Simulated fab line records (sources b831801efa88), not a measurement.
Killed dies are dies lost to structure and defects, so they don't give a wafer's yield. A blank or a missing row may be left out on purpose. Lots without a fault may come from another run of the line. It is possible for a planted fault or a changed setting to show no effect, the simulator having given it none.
Chamber matching + flow gf180mcu + pecvd-03 running GF_CONTACT_CVD_02: 3 sister chambers
The step deposits SiO2 from TEOS, target thk 860 nm, time 95.992 s. 3 wafers are shown with their chamber, then 7 later ones without.

## WAFERS WITH THEIR CHAMBER
| wafer  | chamber | heater power w (W) |
|--------|---------|--------------------|
| L127.4 | 1       | 675                |
| L132.1 | 0       | 775                |
| L132.2 | 2       | 628                |

## WAFERS MISSING THEIR CHAMBER
| wafer  | heater power w (W) |
|--------|--------------------|
| L132.4 | 668                |
| L139.1 | 733                |
| L139.3 | 625                |
| L139.6 | 655                |
| L142.1 | 656                |
| L142.2 | 657                |
| L142.4 | 714                |

## WHICH CHAMBER EACH ONE RAN IN
| wafer  | from the rows above          | in truth |
|--------|------------------------------|----------|
| L132.4 | can't be placed: 1 or 2      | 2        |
| L139.1 | can't be placed: 0 or 1      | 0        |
| L139.3 | can't be placed: 2 or 1      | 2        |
| L139.6 | can't be placed: 1 or 2      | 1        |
| L142.1 | can't be placed: 1 or 2      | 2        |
| L142.2 | can't be placed: 1 or 2      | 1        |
| L142.4 | can't be placed: 1 or 0 or 2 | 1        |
Placed correctly: 0 of 7. Cannot be placed on the basis of these rows: 7; the candidates contain the true chamber in 7. Wrongly placed: 0.
How it was worked out, from the rows above alone: a wafer's distance from a chamber is the root of the sum, over the readings, of the square of ((its reading less the chamber's mean) divided by the reading's scatter). If the next closest chamber is less than 2 further off than the closest, the wafer can't be placed; otherwise it belongs to the closest. A chamber's mean is the mean of its shown wafers. The scatter: with one shown wafer a chamber, the root of the mean of the squares of how far each hidden wafer lies from its nearest shown one.
